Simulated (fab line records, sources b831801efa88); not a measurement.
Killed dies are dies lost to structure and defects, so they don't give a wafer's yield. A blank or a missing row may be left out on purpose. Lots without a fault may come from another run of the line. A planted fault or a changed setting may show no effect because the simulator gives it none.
One fault seen from 2 desks | flow gf180mcu | each desk has only its own numbers; what lay behind them comes last

THE TOOL OWNER'S DESK: pecvd-04
The tool's own readings at GF_V5_CVD_02 (deposits SiO2 from TEOS, target thk 1450 nm, time 163.28 s): means of the sampled wafers that have a number, for each lot that ran on this tool. A lot is out of limits, marked OUT, if its mean lies more than 4 standard deviations from the usual mean; the brackets give that distance.
Columns: A = heater_power_w at GF_V5_CVD_02, usual 696 W; B = rf_fwd_power_W at GF_V5_CVD_02, usual 597.6 W
lot  | first seen here | A   | B
L478 | day 28 07:26    | 693 | 597.2
L483 | day 29 22:33    | 760 | 597.1
L487 | day 30 06:45    | 730 | 598.2
L491 | day 31 11:38    | 749 | 565.3 (-17) OUT
L492 | day 31 21:23    | 741 | 566.1 (-17) OUT
This desk's finding: out of limits on L491, L492; first on L491, day 31 11:38 (rf_fwd_power_W at GF_V5_CVD_02). In limits: L478, L483, L487.

THE METROLOGY DESK
What the gauges read, lot by lot, whatever tool the lot ran on: means of the sampled wafers that have a number. A lot is out of limits, marked OUT, if its mean lies more than 4 standard deviations from the usual mean; the brackets give that distance.
Columns: A = V4_CVD_02_THK at GF_V4_THK_MEAS_03, usual 844 nm; B = V5_CVD_00_THK at GF_V5_THK_MEAS_01, usual 300 nm; C = V5_CVD_02_THK at GF_V5_THK_MEAS_03, usual 1451 nm
lot  | first seen here | A   | B   | C
L476 | day 23 18:24    | 840 | 299 | 1464
L479 | day 25 04:52    | 843 | 296 | 1443
L478 | day 25 10:59    | 854 | 298 | 1450
L481 | day 25 21:04    | 842 | 300 | 1448
L482 | day 26 11:58    | 835 | 303 | 1443
L483 | day 27 07:43    | 843 | 299 | 1433
L487 | day 27 14:52    | 841 | 294 | 1425
L491 | day 28 23:13    | 831 | 298 | 1424
L492 | day 29 09:23    | 835 | 300 | 1396
L496 | day 30 08:43    | 856 | 303 | 1465
L497 | day 30 16:25    | 848 | 300 | 1451
L498 | day 30 22:40    | 846 | 304 | 1494
L499 | day 31 03:23    | 845 | 298 | 1449
This desk's finding: nothing out of limits on any of the 13 lots.

PUT TOGETHER
The tool owner's desk could have raised an alarm at day 31 11:38, on L491, L492.
The metrology desk saw nothing out of limits.
The metrology desk has L491, L492 on record, within its limits.
Of the lots named, all ran GF_V5_CVD_02 on pecvd-04.

WHAT THE SIMULATOR HAD PUT IN
Process parameter drift: pecvd-04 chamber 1, from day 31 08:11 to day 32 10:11, at GF_V5_CVD_02. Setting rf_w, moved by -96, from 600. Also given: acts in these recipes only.
Lots struck among those shown: L491, L492.
Hours from the fault's start to each desk's first reading out of limits: the tool owner's desk, 3.
